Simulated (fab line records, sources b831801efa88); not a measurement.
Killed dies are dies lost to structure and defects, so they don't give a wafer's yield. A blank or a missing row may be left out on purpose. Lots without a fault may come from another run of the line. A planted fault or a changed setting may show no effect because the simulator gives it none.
One fault seen from 2 desks | flow sky130 | each desk has only its own numbers; what lay behind them comes last

THE TOOL OWNER'S DESK: pvd_sputter-02
The tool's own readings at SKY_LI_CONTACT_SPUTTER_20 (material TiN, target thk 20 nm, time 80 s): means of the sampled wafers that have a number, for each lot that ran on this tool. A lot is out of limits, marked OUT, if its mean lies more than 4 standard deviations from the usual mean; the brackets give that distance.
Columns: A = throttle_valve_pct at SKY_LI_CONTACT_SPUTTER_20, usual 29.6 %
lot  | first seen here | A
L455 | day 29 00:22    | 28.9
L467 | day 34 05:33    | 29.8
L471 | day 34 21:44    | 28.7
This desk's finding: nothing out of limits on any of the 3 lots.

THE METROLOGY DESK
What the gauges read, lot by lot, whatever tool the lot ran on: means of the sampled wafers that have a number. A lot is out of limits, marked OUT, if its mean lies more than 4 standard deviations from the usual mean; the brackets give that distance.
Columns: A = cd_nm at SKY_LI_CONTACT_CD_MEAS_12, usual 170.7 nm; B = LI_CONTACT_OVL at SKY_LI_CONTACT_OVL_MEAS_13, usual -2 nm
lot  | first seen here | A     | B
L455 | day 28 23:43    | 173.1 | -1
L456 | day 29 15:49    | 168.6 | -7
L466 | day 34 00:36    | 171.2 | -5
L467 | day 34 04:55    | 170.5 | 0
L471 | day 34 21:07    | 171.6 | 0
L476 | day 36 06:40    | 170.7 | -4
This desk's finding: nothing out of limits on any of the 6 lots.

PUT TOGETHER
The tool owner's desk saw nothing out of limits.
The metrology desk saw nothing out of limits.

WHAT THE SIMULATOR HAD PUT IN
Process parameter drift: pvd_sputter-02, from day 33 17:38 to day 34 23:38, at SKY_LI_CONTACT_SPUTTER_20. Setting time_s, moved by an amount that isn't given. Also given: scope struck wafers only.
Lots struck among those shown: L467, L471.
